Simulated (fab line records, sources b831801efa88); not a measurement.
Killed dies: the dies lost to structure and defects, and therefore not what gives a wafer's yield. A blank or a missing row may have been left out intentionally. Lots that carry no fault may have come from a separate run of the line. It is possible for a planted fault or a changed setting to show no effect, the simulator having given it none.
One fault seen from 2 desks    flow sky130    numbers are kept per desk, each desk with only its own; the story behind them comes last

FROM THE METROLOGY DESK
Means of the sampled wafers that have a number, per lot and without regard to the tool the lot ran on: this is what the gauges read. Any lot whose mean is over 4 standard deviations away from the usual mean is out of limits and marked OUT; that distance is given in the brackets.
Columns: A = PASSIVATION_CVD_00_THK at SKY_PASSIVATION_THK_MEAS_01, usual 89.9 nm
lot   first seen here  A
L623  day 43 20:01     89.1
L625  day 44 04:50     91.1
L626  day 44 09:58     92.1
L627  day 44 23:29     89.1
L631  day 46 02:00     89.0
L632  day 46 04:57     89.5
L633  day 46 10:50     90.8
L638  day 47 13:49     89.3
L640  day 48 06:39     90.3
L643  day 48 21:46     89.4
L645  day 49 06:07     90.0
This desk's verdict: no lot among the 11 shows anything out of limits.

AT THE TOOL OWNER'S DESK: rie diel-01
The tool's own readings at SKY_PASSIVATION_ETCH_11 (etches the open film in CF4/O2, stops on AlCu, target depth 725 nm, time 161.1 s): means of the sampled wafers that have a number, for each lot that ran on this tool. Any lot whose mean is over 4 standard deviations away from the usual mean is out of limits and marked OUT; that distance is given in the brackets.
Columns: A = bias w at SKY_PASSIVATION_ETCH_11, usual 150.0 W; B = cf4 flow sccm at SKY_PASSIVATION_ETCH_11, usual 79.98 sccm; C = drypump motor current A at SKY_PASSIVATION_ETCH_11, usual 5.7 A; D = oes product au at SKY_PASSIVATION_ETCH_11, usual 0.976 a.u.; E = throttle valve pct at SKY_PASSIVATION_ETCH_11, usual 5.965 %
lot   first seen here  A                B      C    D      E
L623  day 44 18:43     150.4            80.16  5.2  0.978  5.961
L625  day 45 02:55     150.0            80.01  5.7  0.974  5.968
L626  day 45 07:41     150.3            80.16  5.3  0.983  5.967
L632  day 47 01:34     165.6 (+36) OUT  79.91  6.2  0.976  5.960
L633  day 47 07:05     166.1 (+37) OUT  80.21  6.2  0.995  5.962
This desk's finding: out of limits on L632, L633; first on L632, day 47 01:34 (bias w at SKY_PASSIVATION_ETCH_11). In limits: L623, L625, L626.

BROUGHT TOGETHER
The tool owner's desk had the chance to raise an alarm at day 47 01:34 on L632, L633.
Nothing out of limits was seen by the metrology desk.
The metrology desk holds a record of L632, L633, inside its limits.
All the named lots went through SKY_PASSIVATION_ETCH_11 on rie diel-01.

WHAT THE SIMULATOR HAD INSERTED
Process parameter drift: rie diel-01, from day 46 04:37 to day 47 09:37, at SKY_PASSIVATION_ETCH_11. The setting bias w was moved by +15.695, starting from 150. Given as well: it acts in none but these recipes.
Struck lots among those shown: L632, L633.
Delay in hours, fault start to first out-of-limits reading, by desk: the tool owner's desk at 21.
